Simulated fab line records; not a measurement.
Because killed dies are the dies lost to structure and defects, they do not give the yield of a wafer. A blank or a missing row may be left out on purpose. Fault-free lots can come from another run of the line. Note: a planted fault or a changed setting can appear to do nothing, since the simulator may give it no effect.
fab line records	flow gf180mcu	part 1 of 2: steps 1 to 28 of 38
[record] lots = 5	wafers = 15	last_day = 34
route steps=602 shown V5@550 TOP_METAL@567 PASSIVATION@587
lots that met no fault: from a run of the same line without faults
start_h: hours from the record's first day to the start of the lot's first wafer shown	wait_h: hours from the lot's prior step to this one	" the same as in the row above	L1.1+2: several wafers, shown together as one row	- no value, or no start was given	* or withheld: withheld	< > ~ a bound
route shown NAME@n: NAME is a module with steps in the file, n the number in the route of the first one	usual: the fault-free wafers' mean and standard deviation	same: alike in all rows	chamber/n: place in a boat	sites: per-site readings	_std_site: the standard deviation of these	_edge_site: outer sites' mean less inner sites'	radius_mm: how far each site lies from the wafer's centre	mask NAME#n: copy n	behind: tool/chamber where the wafer was last shaped	hold: reason for holding the lot/hours on hold/outcome of the hold	device: the n, p or np transistor that did not switch	end of line: tests run on the same wafers once the route is complete	for a step that has no rows: nothing shown but its recipe	killed: count of dies lost to structure and defects at first sort (not the wafer's yield)	map: a wafer's dies, x killed, . not, _ none there
set.NAME: setting as actually run; set.NAME@STEP: the setting as run at that earlier step	model.NAME: the simulator's own value behind a step, which no gauge read
lots seen at some steps along the route; tables by step, rows by wafer
services: a tool's chamber out of use, with start hour (start_h, from the record's first day; less than 0 if before it), hours out, and reason
[[steps]]
[step GF_V5_SOFTBAKE_10]
[recipe] temp_c = 130	time_s = 60	resist = KrF
lot.wafer	tool	chamber	start_h	wait_h
L075.1+2+3	litho_track-01	0	-	-
L076.1+3+5	litho_track-01	0	-	-
L084.2+3+5	litho_track-02	0	-	-
L091.3+4+5	litho_track-04	0	-	-
L097.3+4+5	litho_track-02	0	-	-
[step GF_V5_EXPOSE_11]
[recipe] mask_id = Via5	target_cd_nm = 260	na = 0.68	source_shape = conventional	sigma_outer = 0.6	dose_mj = 38
lot.wafer	tool	chamber	start_h	wait_h	mask
L075.1+2+3	krf_scanner-01	0	-	-	Via5#0
L076.1+3+5	krf_scanner-01	0	-	-	Via5#0
L084.2+3+5	krf_scanner-01	0	-	-	Via5#0
L091.3+4+5	krf_scanner-02	0	-	-	Via5#0
L097.3+4+5	krf_scanner-01	0	-	-	Via5#0
[step GF_V5_PEB_12]
[recipe] peb_temp_c = 135	peb_time_s = 90	resist = KrF
[same] peb_time_s = 90
lot.wafer	tool	chamber	start_h	wait_h
L075.1+2+3	litho_track-02	0	-	-
L076.1+3+5	litho_track-01	0	-	-
L084.2+3+5	litho_track-01	0	-	-
L091.3+4+5	litho_track-04	0	-	-
L097.3+4+5	litho_track-01	0	-	-
[step GF_V5_DEVELOP_13]
[recipe] develop_time_s = 60	resist = KrF	dev_temp_c = 21
[usual] developer_temp_C = 21.01/0.11
lot.wafer	tool	chamber	start_h	wait_h	developer_temp_C
L075.1	litho_track-02	0	635.53	0.2	20.92
L075.2	"	0	"	"	20.99
L075.3	"	0	"	"	20.93
L076.1	litho_track-01	0	651.81	0.2	20.94
L076.3	"	0	"	"	21.01
L076.5	"	0	"	"	21.06
L084.2	litho_track-01	0	703.64	0.2	20.87
L084.3	"	0	"	"	21.05
L084.5	"	0	"	"	20.99
L091.3	litho_track-04	0	746.52	0.1	20.99
L091.4	"	0	"	"	20.91
L091.5	"	0	"	"	20.82
L097.3	litho_track-01	0	777.96	0.1	20.91
L097.4	"	0	"	"	20.80
L097.5	"	0	"	"	20.85
[step GF_V5_CD_MEAS_14]
[recipe] target_cd_nm = 260
[usual] cd_nm = 260.5/1.3
lot.wafer	tool	chamber	start_h	wait_h	cd_nm
L075.1	cd_sem-02	-	635.68	0.1	259.9
L075.2	"	-	"	"	260.9
L075.3	"	-	"	"	260.4
L076.1	cd_sem-01	-	651.96	0.1	261.2
L076.3	"	-	"	"	261.1
L076.5	"	-	"	"	261.8
L084.2	cd_sem-02	-	703.78	0.1	261.5
L084.3	"	-	"	"	262.5
L084.5	"	-	"	"	261.9
L091.3	cd_sem-01	-	746.66	0.1	257.9
L091.4	"	-	"	"	258.8
L091.5	"	-	"	"	258.8
L097.3	cd_sem-01	-	778.10	0.1	261.5
L097.4	"	-	"	"	262.4
L097.5	"	-	"	"	262.5
[step GF_V5_OVL_MEAS_15]
[usual] V5_OVL = -1/5.3
lot.wafer	tool	chamber	start_h	wait_h	V5_OVL[nm]
L075.1	overlay-01	-	635.80	0.1	9
L075.2	"	-	"	"	6
L075.3	"	-	"	"	6
L076.1	overlay-01	-	652.08	0.1	-11
L076.3	"	-	"	"	-4
L076.5	"	-	"	"	-11
L084.2	overlay-02	-	703.89	0.1	-1
L084.3	"	-	"	"	-2
L084.5	"	-	"	"	-3
L091.3	overlay-01	-	746.75	0.1	-4
L091.4	"	-	"	"	-1
L091.5	"	-	"	"	-8
L097.3	overlay-02	-	778.19	0.1	-6
L097.4	"	-	"	"	3
L097.5	"	-	"	"	0
[step GF_V5_ETCH_16]
[recipe] chemistry = N2/H2	target_depth_a = withheld	overetch_a = withheld	time_s = withheld	target = BARC	ion_energy_ev = 200	source_w = 500	bias_w = 100	pressure_mtorr = 30	n2_flow_sccm = 100	h2_flow_sccm = 200
[usual] drypump_motor_current_A = 5.8/0.38	h2_flow_sccm = 200.0/0.67	n2_flow_sccm = 100.0/0.32	oes_product_au = 0.855/0.0043	throttle_valve_pct = 13.224/0.01
lot.wafer	tool	chamber	start_h	wait_h	drypump_motor_current_A	h2_flow_sccm	n2_flow_sccm	oes_product_au	throttle_valve_pct
L075.1	rie_diel-03	3	635.84	0.0	6.5	199.0	100.1	0.847	13.221
L075.2	"	0	"	"	6.2	199.1	100.1	0.859	13.224
L075.3	"	1	"	"	5.9	200.9	99.9	0.860	13.235
L076.1	rie_diel-04	2	652.12	0.0	5.7	200.8	100.2	0.857	13.243
L076.3	"	3	"	"	5.5	200.2	100.0	0.853	13.215
L076.5	"	1	"	"	5.3	199.7	99.9	0.854	13.221
L084.2	rie_diel-03	3	703.92	0.0	6.5	199.8	99.7	0.852	13.230
L084.3	"	0	"	"	6.1	200.8	100.3	0.857	13.224
L084.5	"	0	"	"	6.1	199.7	99.8	0.859	13.244
L091.3	rie_diel-01	2	746.77	0.0	5.7	200.0	99.4	0.857	13.223
L091.4	"	0	"	"	5.5	199.9	100.1	0.853	13.224
L091.5	"	1	"	"	5.8	201.1	100.4	0.860	13.232
L097.3	rie_diel-04	1	778.22	0.0	5.4	199.7	99.6	0.857	13.214
L097.4	"	2	"	"	5.7	200.6	100.1	0.853	13.201
L097.5	"	1	"	"	5.3	199.5	99.6	0.851	13.242
[step GF_V5_ETCH_17]
[recipe] chemistry = C4F8/O2/Ar	mask_material = KrF	target = SiO2	stop_on = TiN	source_w = 1500	bias_w = 1200	pressure_mtorr = 40	c4f8_flow_sccm = withheld	O2_flow_sccm = 6	Ar_flow_sccm = 300	time_s = withheld	target_depth_a = 8550
[usual] oes_product_au = 0.859/0.0048
lot.wafer	tool	chamber	start_h	wait_h	oes_product_au
L075.1	rie_diel-03	3	-	-	0.857
L075.2	"	0	"	"	0.869
L075.3	"	1	"	"	0.857
L076.1	rie_diel-04	2	-	-	0.862
L076.3	"	3	"	"	0.869
L076.5	"	1	"	"	0.856
L084.2	rie_diel-03	3	-	-	0.858
L084.3	"	0	"	"	0.863
L084.5	"	0	"	"	0.861
L091.3	rie_diel-01	2	-	-	0.851
L091.4	"	0	"	"	0.863
L091.5	"	1	"	"	0.854
L097.3	rie_diel-04	1	-	-	0.849
L097.4	"	2	"	"	0.857
L097.5	"	1	"	"	0.850
[step GF_V5_STRIP_18]
[recipe] chemistry = O2/N2	power_w = 1400	pressure_mtorr = 1500	platen_temp_c = 250	o2_flow_sccm = 3000	n2_flow_sccm = 300	overash_fraction = 0.5
[usual] drypump_motor_current_A = 5.70/0.29	heater_power_w = 363/56	n2_flow_sccm = 300.1/0.89	oes_product_au = 0.568/0.005
lot.wafer	tool	chamber	start_h	wait_h	drypump_motor_current_A	heater_power_w	n2_flow_sccm	oes_product_au	rf_hours_counter_h
L075.1	plasma_asher-04	0	635.99	-	5.65	319	300.5	0.567	53
L075.2	"	1	"	"	5.36	377	299.8	0.569	53
L075.3	"	0	"	"	5.64	329	300.8	0.569	-
L076.1	plasma_asher-01	0	652.27	-	5.55	461	300.1	0.560	24
L076.3	"	1	"	"	6.23	329	298.3	0.555	-
L076.5	"	1	"	"	6.22	338	299.4	0.574	-
L084.2	plasma_asher-01	0	704.07	-	5.54	478	300.7	0.559	30
L084.3	"	1	"	"	6.22	329	301.3	0.566	-
L084.5	"	0	"	"	5.55	459	302.3	0.572	-
L091.3	plasma_asher-01	1	746.96	-	6.22	335	299.6	0.564	-
L091.4	"	0	"	"	5.55	456	301.1	0.568	-
L091.5	"	0	"	"	5.55	448	300.4	0.566	-
L097.3	plasma_asher-01	0	778.40	-	5.55	466	298.6	0.574	-
L097.4	"	1	"	"	6.22	333	301.0	0.570	-
L097.5	"	1	"	"	6.24	335	300.7	0.571	-
[step GF_V5_STRIP_19]
[recipe] chemistry = post_etch_residue_remover	time_s = 1200	temp_c = 72.5
lot.wafer	tool	chamber	start_h	wait_h
L075.1+2+3	wet_bench-02	1	636.09	0.1
L076.1+3+5	wet_bench-02	1	652.37	0.1
L084.2+3+5	wet_bench-04	1	704.17	0.1
L091.3+4+5	wet_bench-04	2	747.02	0.0
L097.3+4+5	wet_bench-04	1	778.47	0.0
[step GF_V5_CLEAN_20]
[recipe] chemistry = DIW	dry = n2_spin
lot.wafer	tool	chamber	start_h	wait_h
L075.1+2+3	wet_bench-04	1	636.47	0.0
L076.1+3+5	wet_bench-04	2	652.74	0.0
L084.2+3+5	wet_bench-03	0	704.51	0.0
L091.3+4+5	wet_bench-04	2	747.40	0.0
L097.3+4+5	wet_bench-02	1	778.81	0.0
[step GF_V5_SPUTTER_21]
[recipe] material = Ti	target_thk_nm = 15	chamber_pressure_pa = 5	power_w = 2500	substrate_temp_c = 200	time_s = 80.02
[usual] throttle_valve_pct = 30.3/0.97
lot.wafer	tool	chamber	start_h	wait_h	throttle_valve_pct
L075.1	pvd_sputter-04	-	636.56	0.0	29.7
L075.2	"	-	"	"	30.0
L075.3	"	-	"	"	28.6
L076.1	pvd_sputter-02	-	652.83	0.0	30.2
L076.3	"	-	"	"	29.4
L076.5	"	-	"	"	29.7
L084.2	pvd_sputter-02	-	704.61	0.0	29.6
L084.3	"	-	"	"	30.3
L084.5	"	-	"	"	29.4
L091.3	pvd_sputter-04	-	747.50	0.0	31.1
L091.4	"	-	"	"	29.9
L091.5	"	-	"	"	31.1
L097.3	pvd_sputter-03	-	778.90	0.0	32.1
L097.4	"	-	"	"	30.3
L097.5	"	-	"	"	30.0
[step GF_V5_SPUTTER_22]
[recipe] material = TiN	target_thk_nm = 10	chamber_pressure_pa = 5	power_w = 4000	time_s = 40
[usual] throttle_valve_pct = 30.3/0.97
lot.wafer	tool	chamber	start_h	wait_h	throttle_valve_pct
L075.1	pvd_sputter-04	-	636.62	0.0	29.9
L075.2	"	-	"	"	30.0
L075.3	"	-	"	"	28.5
L076.1	pvd_sputter-02	-	652.90	0.0	30.1
L076.3	"	-	"	"	29.5
L076.5	"	-	"	"	29.8
L084.2	pvd_sputter-02	-	704.67	0.0	29.8
L084.3	"	-	"	"	29.9
L084.5	"	-	"	"	29.5
L091.3	pvd_sputter-04	-	747.56	0.0	31.1
L091.4	"	-	"	"	29.9
L091.5	"	-	"	"	30.9
L097.3	pvd_sputter-03	-	778.96	0.0	32.0
L097.4	"	-	"	"	30.1
L097.5	"	-	"	"	30.0
[step GF_V5_CVD_23]
[recipe] material = W	target_thk_nm = 350	time_s = 104.9	temp_c = 400	pressure_torr = 40
[usual] heater_power_w = 828/36
lot.wafer	tool	chamber	start_h	wait_h	heater_power_w
L075.1	cvd_w-02	1	636.66	0.0	788
L075.2	"	0	"	"	835
L075.3	"	0	"	"	822
L076.1	cvd_w-02	0	652.93	0.0	822
L076.3	"	1	"	"	773
L076.5	"	1	"	"	790
L084.2	cvd_w-02	1	704.71	0.0	802
L084.3	"	1	"	"	788
L084.5	"	0	"	"	813
L091.3	cvd_w-02	1	747.64	0.1	805
L091.4	"	0	"	"	848
L091.5	"	1	"	"	769
L097.3	cvd_w-02	0	779.04	0.1	821
L097.4	"	1	"	"	816
L097.5	"	0	"	"	833
[step GF_V5_RS_MEAS_24]
[recipe] thk_meas_gauge = four-point-probe	reads = W_of_V5_CVD_23+TiN_of_V5_SPUTTER_22+Ti_of_V5_SPUTTER_21
[usual] V5_W_RS = 0.325/0.0031
lot.wafer	tool	chamber	start_h	wait_h	V5_W_RS[ohm/sq]
L075.1	film_metro-01	-	636.77	0.1	0.326
L075.2	"	-	"	"	0.322
L075.3	"	-	"	"	0.322
L076.1	film_metro-02	-	653.05	0.1	0.326
L076.3	"	-	"	"	0.331
L076.5	"	-	"	"	0.329
L084.2	film_metro-02	-	704.84	0.1	0.329
L084.3	"	-	"	"	0.329
L084.5	"	-	"	"	0.330
L091.3	film_metro-02	-	747.75	0.1	0.323
L091.4	"	-	"	"	0.321
L091.5	"	-	"	"	0.324
L097.3	film_metro-01	-	779.15	0.1	0.320
L097.4	"	-	"	"	0.324
L097.5	"	-	"	"	0.324
[step GF_V5_THK_MEAS_25]
[recipe] thk_meas_gauge = xrf	reads = W_of_V5_CVD_23
[usual] V5_W_THK = 375/5.1
lot.wafer	tool	chamber	start_h	wait_h	V5_W_THK[nm]
L075.1	film_metro-01	-	636.89	0.1	374
L075.2	"	-	"	"	377
L075.3	"	-	"	"	376
L076.1	film_metro-02	-	653.17	0.1	372
L076.3	"	-	"	"	367
L076.5	"	-	"	"	364
L084.2	film_metro-02	-	704.95	0.1	368
L084.3	"	-	"	"	369
L084.5	"	-	"	"	368
L091.3	film_metro-02	-	747.85	0.1	379
L091.4	"	-	"	"	380
L091.5	"	-	"	"	375
L097.3	film_metro-01	-	779.25	0.1	387
L097.4	"	-	"	"	380
L097.5	"	-	"	"	378
[step GF_V5_CMP_26]
[recipe] stop_on = SiO2	down_force_psi = 3.5	platen_rpm = 60	t_overpolish_s = 15	target_thk_nm = 0	pad_velocity_m_s = 0.94248
[usual] motor_current_A = 11.2/1.2	overpolish_run_s = 14.999/0.0089	time_to_endpoint_s = 86/4.2
lot.wafer	tool	chamber	start_h	wait_h	motor_current_A	overpolish_run_s	time_to_endpoint_s
L075.1	cmp-02	3	636.95	0.1	12.1	14.999	86
L075.3	"	1	"	"	11.9	14.999	93
L075.2	"	2	"	"	9.8	14.994	88
L076.3	cmp-01	2	653.28	0.1	11.4	14.994	81
L076.1	"	3	"	"	9.3	15.015	84
L076.5	"	2	"	"	11.3	15.001	84
L084.3	cmp-02	0	705.00	0.0	11.2	14.988	90
L084.2	"	1	"	"	12.0	15.000	89
L084.5	"	1	"	"	12.0	14.995	90
L091.4	cmp-01	0	748.27	0.4	13.1	15.001	82
L091.3	"	2	"	"	11.7	14.998	89
L091.5	"	3	"	"	9.8	15.003	86
L097.4	cmp-01	3	779.43	0.2	9.3	15.003	85
L097.3	"	0	"	"	13.1	14.988	82
L097.5	"	2	"	"	11.7	15.004	84
[step GF_TOP_METAL_SPUTTER_00]
[recipe] material = Ti	target_thk_nm = 37.5	arriving_ion_energy_ev = 80	substrate_temp_c = 200	chamber_pressure_pa = 2	power_w = 4000	time_s = 150
[usual] throttle_valve_pct = 30.5/0.88
lot.wafer	tool	chamber	start_h	wait_h	throttle_valve_pct
L075.1	pvd_sputter-01	-	637.25	0.2	30.7
L075.2	"	-	"	"	31.1
L075.3	"	-	"	"	29.3
L076.1	pvd_sputter-03	-	653.53	0.1	30.2
L076.3	"	-	"	"	31.0
L076.5	"	-	"	"	31.0
L084.2	pvd_sputter-02	-	705.30	0.2	30.7
L084.3	"	-	"	"	29.1
L084.5	"	-	"	"	28.8
L091.3	pvd_sputter-02	-	748.52	0.1	28.8
L091.4	"	-	"	"	30.1
L091.5	"	-	"	"	30.5
L097.3	pvd_sputter-03	-	779.63	0.1	30.9
L097.4	"	-	"	"	30.3
L097.5	"	-	"	"	32.2
[step GF_TOP_METAL_SPUTTER_01]
[recipe] material = TiN	target_thk_nm = 30	power_w = 6500	time_s = 25	chamber_pressure_pa = 0.4
[usual] throttle_valve_pct = 30.5/0.88
lot.wafer	tool	chamber	start_h	wait_h	throttle_valve_pct
L075.1	pvd_sputter-01	-	637.35	0.1	30.7
L075.2	"	-	"	"	31.3
L075.3	"	-	"	"	29.1
L076.1	pvd_sputter-03	-	653.63	0.1	30.0
L076.3	"	-	"	"	31.0
L076.5	"	-	"	"	31.1
L084.2	pvd_sputter-02	-	705.40	0.1	30.1
L084.3	"	-	"	"	28.9
L084.5	"	-	"	"	28.8
L091.3	pvd_sputter-02	-	748.62	0.1	28.8
L091.4	"	-	"	"	30.1
L091.5	"	-	"	"	30.6
L097.3	pvd_sputter-03	-	779.73	0.1	30.8
L097.4	"	-	"	"	30.0
L097.5	"	-	"	"	31.8
[step GF_TOP_METAL_SPUTTER_02]
[recipe] material = AlCu	target_thk_nm = 900	power_w = 10600	chamber_pressure_pa = 0.3	substrate_temp_c = 250	gas = Ar	time_s = 47.82
[usual] throttle_valve_pct = 30.5/0.9
lot.wafer	tool	chamber	start_h	wait_h	throttle_valve_pct
L075.1	pvd_sputter-01	-	637.38	0.0	30.8
L075.2	"	-	"	"	30.8
L075.3	"	-	"	"	29.1
L076.1	pvd_sputter-03	-	653.66	0.0	30.0
L076.3	"	-	"	"	30.7
L076.5	"	-	"	"	30.8
L084.2	pvd_sputter-02	-	705.43	0.0	30.6
L084.3	"	-	"	"	28.7
L084.5	"	-	"	"	29.0
L091.3	pvd_sputter-02	-	748.65	0.0	29.0
L091.4	"	-	"	"	30.1
L091.5	"	-	"	"	30.5
L097.3	pvd_sputter-03	-	779.76	0.0	31.1
L097.4	"	-	"	"	30.3
L097.5	"	-	"	"	31.8
[step GF_TOP_METAL_SPUTTER_03]
[recipe] material = Ti	target_thk_nm = 5	substrate_temp_c = 300	chamber_pressure_pa = 0.3	power_w = 3000	time_s = 3.3
[usual] throttle_valve_pct = 30.5/0.86
lot.wafer	tool	chamber	start_h	wait_h	throttle_valve_pct
L075.1	pvd_sputter-01	-	637.42	0.0	31.2
L075.2	"	-	"	"	31.1
L075.3	"	-	"	"	29.3
L076.1	pvd_sputter-03	-	653.70	0.0	30.0
L076.3	"	-	"	"	30.7
L076.5	"	-	"	"	30.7
L084.2	pvd_sputter-02	-	705.48	0.0	30.6
L084.3	"	-	"	"	29.0
L084.5	"	-	"	"	28.7
L091.3	pvd_sputter-02	-	748.69	0.0	29.0
L091.4	"	-	"	"	30.4
L091.5	"	-	"	"	30.4
L097.3	pvd_sputter-03	-	779.81	0.0	30.8
L097.4	"	-	"	"	30.0
L097.5	"	-	"	"	32.0
[step GF_TOP_METAL_SPUTTER_04]
[recipe] material = TiN	target_thk_nm = 25	power_w = 6500	time_s = 20.8	chamber_pressure_pa = 0.4
[usual] throttle_valve_pct = 30.5/0.89
lot.wafer	tool	chamber	start_h	wait_h	throttle_valve_pct
L075.1	pvd_sputter-01	-	637.44	0.0	31.1
L075.2	"	-	"	"	31.2
L075.3	"	-	"	"	29.3
L076.1	pvd_sputter-03	-	653.72	0.0	30.1
L076.3	"	-	"	"	30.8
L076.5	"	-	"	"	30.7
L084.2	pvd_sputter-02	-	705.50	0.0	30.3
L084.3	"	-	"	"	28.9
L084.5	"	-	"	"	28.7
L091.3	pvd_sputter-02	-	748.71	0.0	28.5
L091.4	"	-	"	"	30.4
L091.5	"	-	"	"	30.2
L097.3	pvd_sputter-03	-	779.83	0.0	30.9
L097.4	"	-	"	"	30.1
L097.5	"	-	"	"	31.8
[step GF_TOP_METAL_RS_MEAS_05]
[recipe] thk_meas_gauge = four-point-probe	reads = TiN_of_TOP_METAL_SPUTTER_04+Ti_of_TOP_METAL_SPUTTER_03+AlCu_of_TOP_METAL_SPUTTER_02+TiN_of_TOP_METAL_SPUTTER_01+Ti_of_TOP_METAL_SPUTTER_00
[usual] TOP_METAL_ALCU_RS = 0.0329/0.00038
lot.wafer	tool	chamber	start_h	wait_h	TOP_METAL_ALCU_RS[ohm/sq]
L075.1	film_metro-04	-	637.47	0.0	0.0323
L075.2	"	-	"	"	0.0328
L075.3	"	-	"	"	0.0333
L076.1	film_metro-03	-	653.75	0.0	0.0330
L076.3	"	-	"	"	0.0335
L076.5	"	-	"	"	0.0336
L084.2	film_metro-04	-	705.54	0.0	0.0333
L084.3	"	-	"	"	0.0335
L084.5	"	-	"	"	0.0333
L091.3	film_metro-03	-	748.78	0.1	0.0334
L091.4	"	-	"	"	0.0331
L091.5	"	-	"	"	0.0332
L097.3	film_metro-01	-	779.89	0.1	0.0333
L097.4	"	-	"	"	0.0330
L097.5	"	-	"	"	0.0328
[step GF_TOP_METAL_THK_MEAS_06]
[recipe] thk_meas_gauge = xrf	reads = AlCu_of_TOP_METAL_SPUTTER_02
[usual] TOP_METAL_ALCU_THK = 895/13
lot.wafer	tool	chamber	start_h	wait_h	TOP_METAL_ALCU_THK[nm]
L075.1	film_metro-04	-	637.59	0.1	917
L075.2	"	-	"	"	905
L075.3	"	-	"	"	888
L076.1	film_metro-03	-	653.87	0.1	898
L076.3	"	-	"	"	884
L076.5	"	-	"	"	882
L084.2	film_metro-04	-	705.65	0.1	885
L084.3	"	-	"	"	878
L084.5	"	-	"	"	884
L091.3	film_metro-03	-	748.88	0.1	889
L091.4	"	-	"	"	898
L091.5	"	-	"	"	897
L097.3	film_metro-01	-	779.99	0.1	875
L097.4	"	-	"	"	886
L097.5	"	-	"	"	884
[step GF_TOP_METAL_DEHYDRATE_07]
[recipe] temp_c = 200	time_s = 60
lot.wafer	tool	chamber	start_h	wait_h
L075.1+2+3	litho_track-02	0	646.68	9.1
L076.1+3+5	litho_track-04	0	663.02	9.1
L084.2+3+5	litho_track-04	0	714.14	8.5
L091.3+4+5	litho_track-04	0	756.42	7.5
L097.3+4+5	litho_track-04	0	787.67	7.7
[step GF_TOP_METAL_HMDS_08]
[recipe] prime_time_s = 60	prime_temp_c = 120
lot.wafer	tool	chamber	start_h	wait_h
L075.1+2+3	litho_track-02	0	646.83	0.1
L076.1+3+5	litho_track-04	0	663.17	0.1
L084.2+3+5	litho_track-04	0	714.29	0.1
L091.3+4+5	litho_track-04	0	756.57	0.1
L097.3+4+5	litho_track-04	0	787.82	0.1
[step GF_TOP_METAL_COAT_09]
[recipe] resist = NOVOLAK	spin_rpm = 3000	resist_thk_nm = 1500
lot.wafer	tool	chamber	start_h	wait_h
L075.1+2+3	litho_track-02	0	646.98	0.1
L076.1+3+5	litho_track-04	0	663.32	0.1
L084.2+3+5	litho_track-04	0	714.44	0.1
L091.3+4+5	litho_track-04	0	756.72	0.1
L097.3+4+5	litho_track-04	0	787.97	0.1
[step GF_TOP_METAL_SOFTBAKE_10]
[recipe] temp_c = 90	time_s = 60	resist = NOVOLAK
lot.wafer	tool	chamber	start_h	wait_h
L075.1+2+3	litho_track-02	0	647.13	0.1
L076.1+3+5	litho_track-04	0	663.47	0.1
L084.2+3+5	litho_track-04	0	714.59	0.1
L091.3+4+5	litho_track-04	0	756.87	0.1
L097.3+4+5	litho_track-04	0	788.12	0.1
